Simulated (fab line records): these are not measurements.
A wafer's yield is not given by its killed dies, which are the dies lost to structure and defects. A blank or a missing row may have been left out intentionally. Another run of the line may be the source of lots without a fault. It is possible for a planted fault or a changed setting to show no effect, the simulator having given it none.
Which tool did it? ; flow sky130 ; 13 lots with 39 wafers sampled at 5 steps, on a route of 708 steps

WHAT EACH GAUGE READ, for each wafer
No reading from a measuring or inspecting step in the record can be judged against a usual standard deviation.

EACH LOT AND THE TOOL THAT RAN IT (in order: tool; ch and the chambers of the sampled wafers; start)
lot;SKY_POLY_GATE_CVD_03;SKY_METAL5_SPUTTER_03;SKY_METAL5_METAL_ETCH_15;SKY_PASSIVATION_CVD_00;SKY_PAD_OPEN_PROBE_99
L682;lpcvd-02 ch 0, day 14 23:22;pvd-sputter-04, day 42 19:04;rie-metal-03 ch 0,1, day 43 18:25;pecvd-04 ch 0,2, day 43 19:15;-
L684;lpcvd-02 ch 0, day 15 20:00;pvd-sputter-04, day 43 14:37;rie-metal-04 ch 0,1, day 44 13:30;pecvd-03 ch 0,1,2, day 44 14:41;prober-01, day 46 10:58
L685;lpcvd-02 ch 0, day 16 04:52;pvd-sputter-01, day 43 19:46;rie-metal-01 ch 0,1, day 44 18:37;pecvd-04 ch 0,2, day 44 19:22;-
L687;lpcvd-02 ch 0, day 17 01:15;pvd-sputter-01, day 44 12:57;rie-metal-01 ch 1, day 45 10:04;pecvd-03 ch 0,1,2, day 45 11:10;-
L688;lpcvd-02 ch 0, day 17 13:52;pvd-sputter-01, day 44 20:16;rie-metal-01 ch 0, day 45 17:43;pecvd-03 ch 0,1,2, day 45 18:39;-
L689;lpcvd-02 ch 1, day 17 20:51;pvd-sputter-03, day 45 02:38;rie-metal-01 ch 0,1, day 45 23:12;pecvd-03 ch 0,1,2, day 46 00:01;-
L690;lpcvd-02 ch 1, day 18 03:36;pvd-sputter-04, day 45 06:57;rie-metal-04 ch 0,1, day 46 03:48;pecvd-03 ch 0,1,2, day 46 04:38;-
L691;lpcvd-02 ch 1, day 18 06:47;pvd-sputter-04, day 45 09:58;rie-metal-01 ch 0,1, day 46 06:45;pecvd-02 ch 0,1, day 46 07:37;-
L693;lpcvd-02 ch 1, day 19 05:15;pvd-sputter-01, day 46 03:53;rie-metal-04 ch 0,1, day 47 00:01;pecvd-04 ch 0,1,2, day 47 00:50;prober-02, day 48 17:35
L694;lpcvd-02 ch 0, day 19 09:40;pvd-sputter-03, day 46 06:28;rie-metal-03 ch 0,1, day 47 03:12;pecvd-02 ch 0,1, day 47 03:57;-
L695;lpcvd-02 ch 1, day 19 23:01;pvd-sputter-01, day 46 10:31;rie-metal-03 ch 0, day 47 06:44;pecvd-03 ch 0,1,2, day 47 07:33;prober-02, day 48 23:19
L697;lpcvd-02 ch 1, day 20 07:19;pvd-sputter-03, day 46 17:07;rie-metal-04 ch 0,1, day 47 13:31;pecvd-04 ch 0,1,2, day 47 14:20;prober-02, day 49 06:47
L705;lpcvd-02 ch 0, day 23 17:19;pvd-sputter-04, day 48 22:23;rie-metal-04 ch 0,1, day 49 16:15;pecvd-02 ch 0,2, day 49 17:07;prober-02, day 51 03:27
- SKY_POLY_GATE_CVD_03: deposits Si3N4 from DCS/NH3, target thk 75 nm, time 1290 s.
- SKY_METAL5_SPUTTER_03: material Ti, target thk 5 nm, time 3.3 s.
- SKY_METAL5_METAL_ETCH_15: etches the open film in Cl2/BCl3, stops on SiO2, target depth 1260 nm, time 252 s.
- SKY_PASSIVATION_CVD_00: deposits SiO2, target thk 90 nm.
- SKY_PAD_OPEN_PROBE_99

AS READ BY THE TOOLS THEMSELVES (means over the sampled wafers that have a number; for cases with no such wafer, the mark the record gives instead)
SKY_POLY_GATE_CVD_03. Usual: 19.8 % for zone-power-bottom-pct, sd 2.6.
lot;tool;zone-power-bottom-pct (%);flag
L682;lpcvd-02;22.6;
L684;lpcvd-02;22.2;
L685;lpcvd-02;22.3;
L687;lpcvd-02;22.3;
L688;lpcvd-02;22.3;
L689;lpcvd-02;17.3;
L690;lpcvd-02;17.4;
L691;lpcvd-02;17.4;
L693;lpcvd-02;17.4;
L694;lpcvd-02;22.3;
L695;lpcvd-02;17.2;
L697;lpcvd-02;17.1;
L705;lpcvd-02;22.6;

SKY_METAL5_SPUTTER_03. Usual: cathode-dc-power-W 3000.0 W, standard deviation 0.53; throttle-valve-pct 29.7 %, standard deviation 1.2.
lot;tool;cathode-dc-power-W (W);throttle-valve-pct (%);flag
L682;pvd-sputter-04;3000.3;28.6;
L684;pvd-sputter-04;3000.1;29.2;
L685;pvd-sputter-01;2999.9;29.4;
L687;pvd-sputter-01;3000.3;29.8;
L688;pvd-sputter-01;2999.3;30.0;
L689;pvd-sputter-03;3000.2;30.9;
L690;pvd-sputter-04;3000.2;28.8;
L691;pvd-sputter-04;2999.1;29.9;
L693;pvd-sputter-01;3000.0;29.3;
L694;pvd-sputter-03;3000.0;30.2;
L695;pvd-sputter-01;3000.2;29.0;
L697;pvd-sputter-03;3000.2;32.0;
L705;pvd-sputter-04;3000.2;29.3;

SKY_METAL5_METAL_ETCH_15. Usual: drypump-motor-current-A 5.9 A, standard deviation 0.37; oes-product-au 0.894 a.u., standard deviation 0.0053; throttle-valve-pct 22.265 %, standard deviation 0.0086.
lot;tool;drypump-motor-current-A (A);oes-product-au (a.u.);throttle-valve-pct (%);flag
L682;rie-metal-03;6.3;0.897;22.259;
L684;rie-metal-04;5.7;0.895;22.268;
L685;rie-metal-01;5.8;0.895;22.259;
L687;rie-metal-01;6.0;0.890;22.260;
L688;rie-metal-01;5.3;0.895;22.272;
L689;rie-metal-01;5.8;0.894;22.266;
L690;rie-metal-04;5.9;0.895;22.268;
L691;rie-metal-01;5.8;0.891;22.269;
L693;rie-metal-04;5.9;0.894;22.265;
L694;rie-metal-03;6.3;0.892;22.257;
L695;rie-metal-03;6.4;0.897;22.264;
L697;rie-metal-04;6.0;0.889;22.273;
L705;rie-metal-04;5.7;0.893;22.266;

SKY_PASSIVATION_CVD_00. Usual: 693 W for heater-power-w, sd 120.
lot;tool;heater-power-w (W);flag
L682;pecvd-04;742;
L684;pecvd-03;699;
L685;pecvd-04;690;
L687;pecvd-03;694;
L688;pecvd-03;704;
L689;pecvd-03;654;
L690;pecvd-03;700;
L691;pecvd-02;599;
L693;pecvd-04;722;
L694;pecvd-02;635;
L695;pecvd-03;705;
L697;pecvd-04;778;
L705;pecvd-02;621;

SKY_PAD_OPEN_PROBE_99. Usual: killed_at_M0_to_M3 42, standard deviation 7; killed_at_M4_up 2.8, standard deviation 1.8; killed-at-contacts 24, standard deviation 5.8; killed-at-front-end 15, standard deviation 4.8; killed-at-other 0.3, standard deviation 0.56; killed-dies 84, standard deviation 11; killed-on-rim 17, standard deviation 4.2; killed-open 46, standard deviation 7.8; killed-short 38, standard deviation 6.3.
lot;tool;killed_at_M0_to_M3;killed_at_M4_up;killed-at-contacts;killed-at-front-end;killed-at-other;killed-dies;killed-on-rim;killed-open;killed-short;flag
L684;prober-01;39;5.0;19;12;0.3;76;17;38;38;
L693;prober-02;46;2.0;26;14;0.3;88;15;47;41;
L695;prober-02;44;2.0;25;55;0.3;126;18;42;40;OFF
L697;prober-02;45;0.7;23;59;0.0;127;18;44;40;OFF
L705;prober-02;42;4.0;26;13;0.0;85;15;48;38;

THE ANSWER, worked out from the rows above alone
Rule: a lot is off if the mean of its wafers that have a number lies more than 3 standard deviations from the usual mean. Also off: a lot with no number at a reading for which 4 or more lots have one. Any other lot the step has rows for is counted as sound. Order of review: gauges by route order, followed by the tools' own readings, for which a lot's mean as printed above is used. At the first step where some lot is off, the reading lying furthest off is the one used; lots without a number count as furthest.
Off: L695, L697 (SKY_PAD_OPEN_PROBE_99, killed-at-front-end). Neither off nor sound, because the step has no rows for them: L682, L685, L687, L688, L689, L690, L691, L694.
If a tool, at that step or one of the process steps before it, ran each lot that is off and ran no sound lot following the first of them, it fits. Not one of the candidates tried fits.

WHAT THE SIMULATOR PUT IN
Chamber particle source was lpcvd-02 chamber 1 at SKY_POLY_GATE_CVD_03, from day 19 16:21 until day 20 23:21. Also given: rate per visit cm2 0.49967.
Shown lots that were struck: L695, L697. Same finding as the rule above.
